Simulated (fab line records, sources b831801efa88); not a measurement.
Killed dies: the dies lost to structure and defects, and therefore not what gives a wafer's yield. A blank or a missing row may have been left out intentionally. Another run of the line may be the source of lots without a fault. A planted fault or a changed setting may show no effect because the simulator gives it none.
Which tool is to blame? | flow sky130 | 12 lots with 36 wafers sampled at 2 steps, on a route of 708 steps

== WHAT EACH GAUGE READ, for each wafer ==
SKY_FIELD_ISO_CD_MEAS_13: the cd target is 150 nm.
lot  | measured    | on        | cd_nm (nm)
L472 | day 3 16:56 | cd_sem-01 | 148.6 150.3 148.0
L473 | day 4 01:03 | cd_sem-01 | 147.9 149.5 148.4
L477 | day 4 18:26 | cd_sem-02 | 145.6 146.9 147.8
L478 | day 5 01:05 | cd_sem-02 | 151.9 151.5 152.1
L479 | day 5 05:08 | cd_sem-01 | 150.8 152.5 151.3
L480 | day 5 10:44 | cd_sem-02 | 148.3 149.5 149.8
L481 | day 5 16:50 | cd_sem-01 | 150.6 150.5 148.5
L482 | day 5 21:41 | cd_sem-01 | 147.7 148.6 149.9
L483 | day 6 02:26 | cd_sem-01 | 147.2 147.4 148.1
L486 | day 6 19:12 | cd_sem-02 | 149.7 148.3 149.3
L487 | day 7 00:13 | cd_sem-01 | 151.7 151.1 152.0
L488 | day 7 04:05 | cd_sem-01 | 147.1 149.7 148.9

SKY_FIELD_ISO_THK_MEAS_25.
lot  | measured    | on            | FIELD_ISO_CVD_24_THK (nm)
L472 | day 3 19:05 | film_metro-02 | 601 608 601
L473 | day 4 03:00 | film_metro-02 | 600 593 599
L477 | day 4 22:38 | film_metro-03 | 597 594 598
L478 | day 5 04:08 | film_metro-02 | 608 600 593
L479 | day 5 07:37 | film_metro-02 | 594 595 602
L480 | day 5 16:03 | film_metro-03 | 598 588 593
L481 | day 5 18:49 | film_metro-01 | 600 599 602
L482 | day 5 23:39 | film_metro-03 | 593 590 593
L483 | day 6 05:37 | film_metro-01 | 600 599 596
L486 | day 6 21:10 | film_metro-02 | 595 599 602
L487 | day 7 03:40 | film_metro-02 | 590 595 597
L488 | day 7 06:44 | film_metro-02 | 595 596 589

== WHICH TOOL RAN EACH LOT (tool, then ch and the chambers of the sampled wafers, then the start) ==
Before these readings, the record contains no process step.

== AS READ BY THE TOOLS THEMSELVES (means over the sampled wafers that have a number; for cases with no such wafer, the mark the record gives instead) ==
The record holds no such reading with a usual standard deviation.

== THE ANSWER, worked out from the rows above alone ==
Rule: what is usual is taken from the lots themselves. Put in order of their means at a reading, lots are off if they are a third of the lots or fewer, leave a main group of 4 or more, and stand apart from it by a gap of 3 or more times the standard deviation of the main group's means; of several such gaps the widest counts. The tables above print the reading to a certain number of digits; a main group whose means all agree to those digits is not used. Also off: a lot with no number at a reading for which 4 or more lots have one. All remaining lots with rows at the step are treated as sound. Order of review: gauges by route order, followed by the tools' own readings, for which a lot's mean as printed above is used. The first step at which some lot is off is used, and at that step the reading that is off furthest; a lot without a number counts as furthest.
Across all readings shown, no lot is off: no conclusion can be drawn from this.

== WHAT HAD BEEN PUT IN BY THE SIMULATOR ==
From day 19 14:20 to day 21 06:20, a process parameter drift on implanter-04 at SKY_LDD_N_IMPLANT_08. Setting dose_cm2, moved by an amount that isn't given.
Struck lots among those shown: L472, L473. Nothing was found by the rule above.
